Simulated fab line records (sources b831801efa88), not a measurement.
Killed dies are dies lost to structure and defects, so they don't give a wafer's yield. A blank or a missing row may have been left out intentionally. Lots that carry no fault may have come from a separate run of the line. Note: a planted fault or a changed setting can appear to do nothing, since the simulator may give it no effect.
Matching of chambers | flow gf180mcu | pecvd-02 running GF_V5_CVD_02: 3 sister chambers
The step deposits SiO2 from TEOS, target thk 1450 nm, time 163.28 s. 3 wafers are shown with their chamber, then 9 later ones without.

== WAFERS, EACH WITH ITS CHAMBER ==
wafer  | chamber | heater_power_w (W)
L157.1 | 1       | 665
L157.3 | 2       | 647
L157.6 | 0       | 784

== WAFERS WITHOUT THEIR CHAMBER ==
wafer  | heater_power_w (W)
L159.1 | 651
L159.3 | 741
L159.4 | 527
L160.1 | 743
L160.4 | 520
L160.5 | 635
L164.1 | 788
L164.2 | 643
L164.5 | 641

== THE CHAMBER EACH PASSED THROUGH ==
wafer  | from the rows above          | in truth
L159.1 | can't be placed: 2 or 1      | 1
L159.3 | can't be placed: 0 or 1 or 2 | 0
L159.4 | can't be placed: 2 or 1      | 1
L160.1 | can't be placed: 0 or 1 or 2 | 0
L160.4 | can't be placed: 2 or 1      | 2
L160.5 | can't be placed: 2 or 1      | 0
L164.1 | can't be placed: 0 or 1      | 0
L164.2 | can't be placed: 2 or 1      | 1
L164.5 | can't be placed: 2 or 1      | 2
Placed correctly: 0 of 9. Can't be placed from these rows: 9 (the true chamber is among the candidates in 8). 0 placed wrongly.
How it was worked out, from the rows above alone: a wafer's distance from a chamber is the root of the sum, over the readings, of the square of ((its reading less the chamber's mean) divided by the reading's scatter). If the next closest chamber is less than 2 further off than the closest, the wafer can't be placed; otherwise it belongs to the closest. A chamber's mean is the mean of its shown wafers. The scatter: with one shown wafer a chamber, the root of the mean of the squares of how far each hidden wafer lies from its nearest shown one.
